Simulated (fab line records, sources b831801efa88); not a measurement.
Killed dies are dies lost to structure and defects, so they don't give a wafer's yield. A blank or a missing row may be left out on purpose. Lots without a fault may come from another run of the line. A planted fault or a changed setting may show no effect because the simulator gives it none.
Which tool did it? | flow sky130 | 13 lots, 39 wafers sampled, at 4 steps of a route of 708

WHAT THE GAUGES READ, wafer by wafer
SKY_SD_N_CD_MEAS_07: target cd 380 nm. Usual: cd_nm 380.3 nm, standard deviation 2.8.
lot  | measured     | on        | cd_nm (nm)        | flag
L719 | day 29 21:07 | cd_sem-02 | 383.7 382.9 383.3 |
L720 | day 30 01:25 | cd_sem-01 | 381.5 384.7 381.9 |
L722 | day 30 12:46 | cd_sem-01 | 375.6 376.5 376.5 |
L724 | day 31 05:56 | cd_sem-01 | 380.6 377.9 381.2 |
L725 | day 31 15:31 | cd_sem-01 | 382.4 385.7 382.2 |
L726 | day 31 23:53 | cd_sem-01 | 378.9 378.1 377.8 |
L727 | day 32 06:17 | cd_sem-02 | 381.4 382.3 381.6 |
L728 | day 32 19:35 | cd_sem-02 | 382.0 379.0 381.0 |
L729 | day 32 21:08 | cd_sem-02 | 380.8 379.8 378.2 |
L731 | day 33 06:53 | cd_sem-01 | 385.3 380.0 377.9 |
L732 | day 33 12:17 | cd_sem-02 | 382.7 383.8 382.5 |
L733 | day 33 19:10 | cd_sem-02 | 385.6 386.8 386.8 |
L734 | day 34 07:44 | cd_sem-01 | 388.7 387.9 388.0 |

SKY_LI_CONTACT_RS_MEAS_22: measures by four-point-probe. Usual: LI_CONTACT_W_RS 0.284 ohm/sq, standard deviation 0.0031.
lot  | measured     | on            | LI_CONTACT_W_RS (ohm/sq) | flag
L719 | day 31 03:54 | film_metro-03 | 0.287 0.286 0.284        |
L720 | day 31 07:57 | film_metro-02 | 0.285 0.287 0.285        |
L722 | day 31 19:22 | film_metro-01 | 0.286 0.285 0.283        |
L724 | day 32 12:53 | film_metro-01 | 0.282 0.283 0.281        |
L725 | day 32 21:40 | film_metro-03 | 0.286 0.285 0.285        |
L726 | day 33 05:49 | film_metro-02 | 0.288 0.280 0.277        |
L727 | day 33 11:56 | film_metro-01 | 0.280 0.286 0.283        |
L728 | day 34 01:34 | film_metro-01 | 0.286 0.283 0.282        |
L729 | day 34 02:20 | film_metro-03 | 0.287 0.289 0.286        |
L731 | day 34 12:46 | film_metro-03 | 0.285 0.284 0.285        |
L732 | day 34 17:40 | film_metro-02 | 0.287 0.285 0.283        |
L733 | day 35 00:04 | film_metro-03 | 0.287 0.285 0.283        |
L734 | day 35 12:32 | film_metro-01 | 0.282 0.281 0.278        |

WHICH TOOL RAN EACH LOT (tool, then ch and the chambers of the sampled wafers, then the start)
lot  | SKY_SD_N_DEVELOP_06               | SKY_LI_CONTACT_CMP_02
L719 | litho_track-03 ch 0, day 29 20:58 | cmp-02 ch 0,1,3, day 29 22:28
L720 | litho_track-02 ch 0, day 30 01:17 | cmp-01 ch 0,1,3, day 30 02:46
L722 | litho_track-04 ch 0, day 30 12:37 | cmp-01 ch 0,2,3, day 30 14:12
L724 | litho_track-02 ch 0, day 31 05:44 | cmp-02 ch 0,1,2, day 31 07:26
L725 | litho_track-04 ch 0, day 31 15:22 | cmp-02 ch 0,1,2, day 31 17:00
L726 | litho_track-03 ch 0, day 31 23:44 | cmp-02 ch 0,2,3, day 32 01:32
L727 | litho_track-03 ch 0, day 32 06:08 | cmp-02 ch 0,1,3, day 32 07:44
L728 | litho_track-04 ch 0, day 32 19:26 | cmp-02 ch 0,1,3, day 32 21:03
L729 | litho_track-03 ch 0, day 32 20:59 | cmp-02 ch 0,3, day 32 22:32
L731 | litho_track-04 ch 0, day 33 06:44 | cmp-02 ch 0,2, day 33 08:19
L732 | litho_track-03 ch 0, day 33 12:08 | cmp-02 ch 0,1,2, day 33 13:50
L733 | litho_track-04 ch 0, day 33 19:01 | cmp-02 ch 0,2,3, day 33 20:32
L734 | litho_track-04 ch 0, day 34 07:35 | cmp-02 ch 0,1,2, day 34 09:06
- SKY_SD_N_DEVELOP_06: develop time 60 s.
- SKY_LI_CONTACT_CMP_02: polishes PSG.

WHAT THE TOOLS THEMSELVES READ (means of the sampled wafers that have a number; where no wafer has one, the mark that the record gives instead)
SKY_SD_N_DEVELOP_06. Usual: developer_temp_C 22.97 C, standard deviation 0.099.
lot  | tool           | developer_temp_C (C) | flag
L719 | litho_track-03 | 22.97                |
L720 | litho_track-02 | 22.97                |
L722 | litho_track-04 | 23.11                |
L724 | litho_track-02 | 22.90                |
L725 | litho_track-04 | 22.95                |
L726 | litho_track-03 | 23.00                |
L727 | litho_track-03 | 22.96                |
L728 | litho_track-04 | 23.02                |
L729 | litho_track-03 | 22.93                |
L731 | litho_track-04 | 22.93                |
L732 | litho_track-03 | 23.06                |
L733 | litho_track-04 | 20.57                | OFF
L734 | litho_track-04 | 20.74                | OFF

SKY_LI_CONTACT_CMP_02. Usual: motor_current_A 11.6 A, standard deviation 1; time_to_endpoint_s 33.3 s, standard deviation 2.2.
lot  | tool   | motor_current_A (A) | time_to_endpoint_s (s) | flag
L719 | cmp-02 | 11.0                | 29.0                   |
L720 | cmp-01 | 11.9                | 33.9                   |
L722 | cmp-01 | 13.0                | 35.0                   |
L724 | cmp-02 | 10.9                | 33.7                   |
L725 | cmp-02 | 10.9                | 34.1                   |
L726 | cmp-02 | 10.7                | 33.3                   |
L727 | cmp-02 | 11.0                | 33.2                   |
L728 | cmp-02 | 11.0                | 35.9                   |
L729 | cmp-02 | 11.1                | 32.5                   |
L731 | cmp-02 | 10.7                | 34.2                   |
L732 | cmp-02 | 11.0                | 36.5                   |
L733 | cmp-02 | 10.9                | 32.2                   |
L734 | cmp-02 | 10.8                | 35.9                   |

THE ANSWER, worked out from the rows above alone
Rule: a lot is off if the mean of its wafers that have a number lies more than 3 standard deviations from the usual mean. A lot without any number at a reading at which 4 lots or more have one is off too. The other lots that the step has rows for count as sound. The gauges are gone through in route order, then the tools' own readings, and for those a lot's mean is taken as printed above. The first step at which some lot is off is used, and at that step the reading that is off furthest; a lot without a number counts as furthest.
Off: L733, L734, at SKY_SD_N_DEVELOP_06 (developer_temp_C).
A tool fits if, at that step or a process step before it, it ran every lot that is off, and no sound lot after the first of them. One fits: litho_track-04 at SKY_SD_N_DEVELOP_06. Its last sound lot is L731 (day 33 06:44), its first lot that is off L733 (day 33 19:01): a fault that began between those two fits.
The tool's own readings at SKY_SD_N_DEVELOP_06 bear it out: on the lots that are off they differ by more than 5 times the standard deviation of the sound lots' means. developer_temp_C reads 20.66 C there against 22.98 C on the sound lots.

WHAT THE SIMULATOR HAD PUT IN
Process parameter drift: litho_track-04, from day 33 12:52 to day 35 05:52, at SKY_SD_N_DEVELOP_06. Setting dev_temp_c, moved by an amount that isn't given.
Lots struck among those shown: L733, L734. The rule above found the same.
